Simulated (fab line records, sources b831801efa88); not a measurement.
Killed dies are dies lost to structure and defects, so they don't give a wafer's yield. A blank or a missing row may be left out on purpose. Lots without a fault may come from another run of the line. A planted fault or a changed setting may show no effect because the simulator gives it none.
Problem report in the 8D (eight disciplines) form, filled by code | flow gf180mcu | the parts of the form that need people (team, actions taken, sign-off) are left out

1. THE PROBLEM
PSD_TW at GF_PSD_TW_MEAS_11 reads a mean of 3001 on 3 wafers of 3 lots; wafers without a fault read 3154 with a standard deviation of 18. That is -8.5 standard deviations from the usual mean.
First seen on wafer L655.6, day 19 08:07, on film_metro-04. The record holds 33 wafers of 12 lots with a number at this step. Rule for "out", or "out of limits": more than 4 standard deviations from the usual mean. The other wafers with a number count as sound.

2. WHAT IT IS AND WHAT IT IS NOT
question                    | is                           | is not
which readings at this step | PSD_TW                       | -
which lots                  | L655, L656, L658             | L643, L644, L647, L648, L649, L653, L661, L662, L663
which wafers of those lots  | L655.6, L656.4, L658.6       | L655.1, L656.1, L658.3
read on which gauges        | film_metro-01, film_metro-04 | film_metro-03
when                        | from day 19 08:07            | up to then (19 sound wafers); but 11 sound wafers of L656, L658, L661, L662, L663 came after

3. SUSPECTS, AND WHAT RULES EACH OUT
Counting: a tool at a process step up to the reading stays a suspect if it ran every lot that is out. Sound lots after the first of them don't rule it out here, since some wafers of a struck lot are sound.
- the gauge at GF_PSD_TW_MEAS_11: ruled out. The wafers that are out were read on 2 gauges (film_metro-01, film_metro-04).
- implanter-03 at GF_PSD_IMPLANT_09: kept. It ran every lot that is out, first L655 (day 19 07:52); its last sound lot up to then is L653 (day 18 15:43). Its own readings are out on those wafers: beam_on_s, faraday_current_uA.
Left after counting: implanter-03 at GF_PSD_IMPLANT_09.

4. THE CAUSE (what the simulator had put in)
Process parameter drift: implanter-03, from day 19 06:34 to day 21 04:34, at GF_PSD_IMPLANT_09. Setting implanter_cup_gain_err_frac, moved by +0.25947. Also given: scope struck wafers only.
Counting left only this tool.

5. THE CHAIN OF EFFECTS, in route order
Each row: a reading whose mean over the struck wafers that have a number lies more than 3 standard deviations from the usual. Only readings for which the record gives a usual standard deviation are gone through. hours: the time from each lot's start at the first step in this table that gives one to its start at this step, as a median over the lots. sigmas: the change in usual standard deviations.
hours | step              | reading                  | usual         | on struck wafers | change | sigmas
0     | GF_PSD_IMPLANT_09 | beam_on_s                | 10.00 s       | 7.99             | -2.01  | -11
0     | GF_PSD_IMPLANT_09 | faraday_current_uA       | 8245          | 10309            | +2064  | +14
0     | GF_PSD_STRIP_10   | oes_product_au           | 0.592 a.u.    | 0.611            | +0.019 | +3.8
0     | GF_PSD_STRIP_10   | strip_time_to_endpoint_s | 16.52 s       | 15.79            | -0.73  | -21
0     | GF_PSD_TW_MEAS_11 | PSD_TW                   | 3154          | 3001             | -153   | -8.5
1     | GF_PSD_RS_MEAS_15 | PSD_RS                   | 108.58 ohm/sq | 120.59           | +12.01 | +48
The process steps in it:
- GF_PSD_IMPLANT_09
- GF_PSD_STRIP_10: strips in O2/N2.
Later measuring or inspecting steps at which every struck wafer that the step has a row for has a number for every such reading, and none has moved that far: GF_SAB_OVL_MEAS_10.

6. WHAT WOULD HAVE CAUGHT IT SOONER
In this record the first reading out of limits at a measuring or inspecting step was taken at day 19 08:07, 2 hours after the fault began at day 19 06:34.
The tool's own readings at GF_PSD_IMPLANT_09 were out on every struck wafer that the step has a row for (beam_on_s, faraday_current_uA): an alarm limit on them would have fired on the first of those.
Of the lots that are out (3), L656, L658 began GF_PSD_IMPLANT_09 on implanter-03 after day 19 08:07. A hold on the tool at that time would have spared those 2.
